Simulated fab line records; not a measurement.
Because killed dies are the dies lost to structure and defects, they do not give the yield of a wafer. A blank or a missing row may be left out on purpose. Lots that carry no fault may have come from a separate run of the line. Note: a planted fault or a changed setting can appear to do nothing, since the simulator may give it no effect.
Which of the tools did it?	flow gf180mcu	Sampling: 13 lots, 35 wafers, 5 of 602 route steps

## WHAT THE GAUGES SHOWED, per wafer
GF_CONTACT_BOW_MEAS_05. Usual: CONTACT_BOW typically reads 64 um, with standard deviation 7.6.
lot	measured	on	CONTACT_BOW (um)	flag
L974	day 15 04:17	filmMetro-03	63 58 69	
L976	day 15 22:35	filmMetro-04	64 78 81	
L978	day 16 10:22	filmMetro-02	69 63 63	
L979	day 17 00:24	filmMetro-04	55 61 50	
L980	day 17 03:41	filmMetro-04	73 54 58	
L981	day 17 15:29	filmMetro-02	65 55 59	
L982	day 18 00:59	filmMetro-04	41 58 56	
L984	day 18 22:20	filmMetro-02	62 68 73	
L986	day 19 16:10	filmMetro-02	54	
L987	day 19 23:05	filmMetro-03	66	
L993	day 21 22:40	filmMetro-04	71 66 74	
L994	day 22 11:31	filmMetro-03	58 56 72	
L996	day 22 21:49	filmMetro-02	63 57 62	

GF_M1_RS_MEAS_05: measurement is done with a four-point probe. Usual: M1_ALCU_RS typically reads 0.0700 ohm/sq, with standard deviation 0.00069.
lot	measured	on	M1_ALCU_RS (ohm/sq)	flag
L974	day 16 03:55	filmMetro-04	0.0697 0.0699 0.0702	
L976	day 16 22:19	filmMetro-04	0.0692 0.0696 0.0696	
L978	day 17 10:19	filmMetro-04	0.0691 0.0698 0.0712	
L979	day 18 01:28	filmMetro-04	0.0713 0.0714 0.0708	
L980	day 18 04:43	filmMetro-03	0.0699 0.0706 0.0692	
L981	day 18 16:22	filmMetro-03	0.0696 0.0702 0.0705	
L982	day 19 01:46	filmMetro-01	0.0692 0.0701 0.0691	
L984	day 20 00:24	filmMetro-04	0.0709 0.0701 0.0694	
L986	day 20 17:38	filmMetro-01	0.0705	
L987	day 21 01:04	filmMetro-03	0.0705	
L993	day 22 23:12	filmMetro-01	0.0699 0.0694 0.0693	
L994	day 23 11:52	filmMetro-01	0.0705 0.0705 0.0705	
L996	day 23 22:19	filmMetro-01	0.0706 0.0712 0.0695	

GF_V1_THK_MEAS_03. Usual: V1_CVD_02_THK typically reads 855 nm, with standard deviation 12.
lot	measured	on	V1_CVD_02_THK (nm)	flag
L974	day 17 02:53	filmMetro-01	842 837 845	
L976	day 17 22:26	filmMetro-03	861 864 887	
L978	day 18 10:31	filmMetro-01	849 843 861	
L979	day 19 01:59	filmMetro-03	852 853 864	
L980	day 19 05:38	filmMetro-03	856 859 867	
L981	day 19 17:22	filmMetro-03	847 854 859	
L982	day 20 03:41	filmMetro-01	838 837 844	
L984	day 21 01:02	filmMetro-01	856 874 880	
L986	day 21 18:22	filmMetro-02	797 796	OFF
L987	day 21 23:45	filmMetro-03	791 792	OFF
L993	day 23 22:23	filmMetro-02	882 846 886	
L994	day 24 11:21	filmMetro-03	852 867 868	
L996	day 24 21:08	filmMetro-02	852 860 861	

## EACH LOT AND THE TOOL THAT RAN IT (in order: tool; ch and the chambers of the sampled wafers; start)
lot	GF_M1_SPUTTER_02	GF_V1_CVD_02
L974	pvdSputter-04, day 16 03:49	pecvd-01 ch 0,1,2, day 17 02:48
L976	pvdSputter-04, day 16 22:14	pecvd-04 ch 1,2, day 17 22:22
L978	pvdSputter-04, day 17 10:12	pecvd-01 ch 0,1,2, day 18 10:26
L979	pvdSputter-02, day 18 01:19	pecvd-01 ch 0,1,2, day 19 01:55
L980	pvdSputter-01, day 18 04:34	pecvd-01 ch 0,1,2, day 19 05:34
L981	pvdSputter-04, day 18 16:16	pecvd-03 ch 0,2, day 19 17:17
L982	pvdSputter-02, day 19 01:40	pecvd-03 ch 1,2, day 20 03:35
L984	pvdSputter-02, day 20 00:16	pecvd-04 ch 0,1,2, day 21 00:59
L986	pvdSputter-01, day 20 17:32	pecvd-03 ch 0, day 21 18:17
L987	pvdSputter-02, day 21 00:58	pecvd-03 ch 0, day 21 23:40
L993	pvdSputter-04, day 22 23:07	pecvd-04 ch 1,2, day 23 22:19
L994	pvdSputter-02, day 23 11:44	pecvd-01 ch 0,2, day 24 11:16
L996	pvdSputter-01, day 23 22:10	pecvd-01 ch 0,1,2, day 24 21:04
- GF_M1_SPUTTER_02: material AlCu, target thk 450 nm, time 23.9 s.
- GF_V1_CVD_02: deposits SiO2 from TEOS, target thk 850 nm, time 94.851 s.

## WHAT THE TOOLS THEMSELVES READ (means of the sampled wafers that have a number; where no wafer has one, the mark that the record gives instead)
GF_M1_SPUTTER_02. Usual: throttleValvePct 30.2 %, standard deviation 1.
lot	tool	throttleValvePct (%)	flag
L974	pvdSputter-04	30.1	
L976	pvdSputter-04	29.6	
L978	pvdSputter-04	30.2	
L979	pvdSputter-02	30.0	
L980	pvdSputter-01	30.7	
L981	pvdSputter-04	30.0	
L982	pvdSputter-02	29.9	
L984	pvdSputter-02	30.7	
L986	pvdSputter-01	28.8	
L987	pvdSputter-02	31.6	
L993	pvdSputter-04	30.2	
L994	pvdSputter-02	30.1	
L996	pvdSputter-01	30.5	

GF_V1_CVD_02. Usual: heaterPowerOuterW 379 W, standard deviation 64; heaterPowerW 663 W, standard deviation 85; rfFwdPowerW 595.2 W, standard deviation 2.6.
lot	tool	heaterPowerOuterW (W)	heaterPowerW (W)	rfFwdPowerW (W)	flag
L974	pecvd-01	376	636	596.9	
L976	pecvd-04	386	679	594.2	
L978	pecvd-01	326	586	594.7	
L979	pecvd-01	339	612	595.2	
L980	pecvd-01	398	671	594.2	
L981	pecvd-03	382	674	595.8	
L982	pecvd-03	390	705	597.0	
L984	pecvd-04	374	653	594.6	
L986	pecvd-03	447	762	501.7	OFF
L987	pecvd-03	454	757	501.9	OFF
L993	pecvd-04	344	619	595.1	
L994	pecvd-01	337	606	594.3	
L996	pecvd-01	348	603	591.0	

## THE ANSWER, worked out from the rows above alone
Rule: lot off if the mean of its wafers having a number is beyond 3 standard deviations from the usual mean. Also off: a lot with no number at a reading for which 4 or more lots have one. The other lots that the step has rows for count as sound. After the gauges, taken in route order, come the tools' own readings; for these a lot's mean is taken, as printed above. At the first step where some lot is off, the reading lying furthest off is the one used; lots without a number count as furthest.
Off: L986, L987, seen at GF_V1_THK_MEAS_03 (V1_CVD_02_THK).
A tool fits if, at a process step before that reading, it ran every lot that is off, and no sound lot after the first of them. The gauges at GF_V1_THK_MEAS_03 aren't tried: what is off there is off at GF_V1_CVD_02 too, on other tools, and a gauge's error can't cause that. One fits: pecvd-03 at GF_V1_CVD_02. Its last sound lot is L982 (day 20 03:35), its first lot that is off L986 (day 21 18:17): a fault that began between those two fits.
On the lots that are off, the tool's own readings at GF_V1_CVD_02 differ by more than 5 times the standard deviation of the sound lots' means, which bears it out; rfFwdPowerW reads 501.8 W there versus 594.8 W on the sound lots.

## WHAT THE SIMULATOR HAD INSERTED
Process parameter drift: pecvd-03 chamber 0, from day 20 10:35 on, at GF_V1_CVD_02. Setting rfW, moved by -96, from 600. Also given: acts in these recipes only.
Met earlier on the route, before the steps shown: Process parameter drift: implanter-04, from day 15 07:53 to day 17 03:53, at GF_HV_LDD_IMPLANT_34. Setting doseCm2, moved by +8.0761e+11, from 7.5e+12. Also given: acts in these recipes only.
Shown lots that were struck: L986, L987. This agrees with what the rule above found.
